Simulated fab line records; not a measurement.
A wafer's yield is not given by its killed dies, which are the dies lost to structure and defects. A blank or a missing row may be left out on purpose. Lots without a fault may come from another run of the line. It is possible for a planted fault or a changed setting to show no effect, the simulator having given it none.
A struck lot beside a sound one ; flow sky130 ; 15 steps out of a route of 708
Sound: these wafers, L775.2, L775.3, L775.6. Struck: wafers L778.2, L778.3, L778.5. The cause comes at the end.
Order at every step that has rows: each side's tool, ch and its chambers, its first start. Under that, the readings that differ: sound wafers ; struck wafers ; difference of the means ; sigmas: that difference in standard deviations of wafers without a fault.
alike: words and numbers the same on both sides, and readings whose means are apart by under 2 such deviations; not compared: readings that were withheld, readings missing a value for some wafer, numbers with overlapping values and no deviation given by the record, and bounds like >300 which may hide the same value.
Wherever a step has rows on one side only, a row that says differs or no value, or a row with sigmas, the two part there. Numbers that don't overlap but have no deviation are shown without sigmas and don't part them. A reading missing from all wafers of one side parts the sides only when that side holds two or more wafers.

first, 6 steps without rows for these wafers: SKY_GATE_OXIDE_HMDS_04 (prime time 60 s); SKY_GATE_OXIDE_COAT_05 (resist thk 1140 nm); SKY_GATE_OXIDE_SOFTBAKE_06 (time 60 s); SKY_GATE_OXIDE_EXPOSE_07 (exposes mask LVOM, target cd 600 nm); SKY_GATE_OXIDE_PEB_08; SKY_GATE_OXIDE_DEVELOP_09 (develop time 60 s).
SKY_GATE_OXIDE_OVL_MEAS_10:
  sound on overlay-01, day 17 13:55; struck on overlay-01, day 18 15:41
  alike: GATE_OXIDE_OVL
then, 2 steps without rows for these wafers: SKY_GATE_OXIDE_IMPLANT_11; SKY_GATE_OXIDE_WET_ETCH_12 (etches SiO2 in dHF, target depth 16.8 nm, time 336 s).
SKY_GATE_OXIDE_STRIP_13: strips in O2/N2.
  sound on plasma asher-03 ch 0,1, day 17 14:13; struck on plasma asher-02 ch 0,1, day 18 15:58
  alike: drypump motor current A, oes product au, strip time to endpoint s
  not compared: rf hours counter h
SKY_GATE_OXIDE_TW_MEAS_14:
  sound on film metro-04, day 17 14:19; struck on film metro-01, day 18 16:05
reading;sound;struck;difference;sigmas
GATE_OXIDE_TW;230 230 230;219 219 219;-11;-3
then, 1 step without rows for these wafers: SKY_GATE_OXIDE_CLEAN_15 (cleans in SC1/SC2, time 150 s).
SKY_GATE_OXIDE_OXIDATION_16: stabilise 600 s, purge 300 s, target thk 3.57 nm.
  sound on furnace-02 ch 0, day 17 14:47; struck on furnace-02 ch 0, day 18 17:22
reading;sound;struck;difference;sigmas
model.SiO2_of_GATE_OXIDE_OXIDATION_01.thk nm (nm);11.55 11.64 11.52;12.03 12.24 11.97;+0.51;
  alike: ox temp c max, spike tc top C
then, 1 step without rows for these wafers: SKY_POLY_GATE_CVD_00 (deposits poly-Si, target thk 180 nm, time 720 s).
-- here the record skips 30 days between the struck wafers' starts before and after, leaving off in module POLY_GATE and picking up in module PAD_OPEN (first step shown: number 708 of the route) --
SKY_PAD_OPEN_PROBE_99:
  sound on prober-01, day 48 10:32; struck on prober-02, day 49 01:32
reading;sound;struck;difference;sigmas
killed at contacts;16 18 13;30 25 27;+12;+2
killed at other;0 0 0;2 1 0;+1;+2
model.etest.pfet_01v8.r on ohm um;2895 2857 2885;2980 2987 3080;+137;
model.etest.tip sonos.rs ohm sq;2639 2683 2652;2766 2789 2727;+103;
model.etest.nfet_01v8.r on ohm um;827.7 850.8 840.5;899.5 876.3 916.6;+57.8;
model.etest.nfet_01v8_lvt.drive ua um;580 569.3 573.4;515.2 530.6 510.4;-55.5;
model.etest.nfet_01v8_swapped.drive ua um;505.4 498.6 501;449.6 463.5 443.9;-49.3;
model.etest.nfet_01v8_turned.drive ua um;504.9 494.4 502.7;449.1 464.2 445.5;-47.7;
model.etest.nfet_01v8.drive ua um;502.3 492.7 498.9;449.8 461.1 444.2;-46.3;
model.etest.sram nfet pass.drive ua um;471.1 472.7 488.8;420.8 454.4 437.1;-40.1;
  alike: killed_at_M0_to_M3, killed_at_M4_up, killed at front end, killed dies, killed open, killed short

## WHERE THEY PART
Last at SKY_PAD_OPEN_PROBE_99 as far as this record goes, first at SKY_GATE_OXIDE_TW_MEAS_14.

WHY: what the simulator had put in
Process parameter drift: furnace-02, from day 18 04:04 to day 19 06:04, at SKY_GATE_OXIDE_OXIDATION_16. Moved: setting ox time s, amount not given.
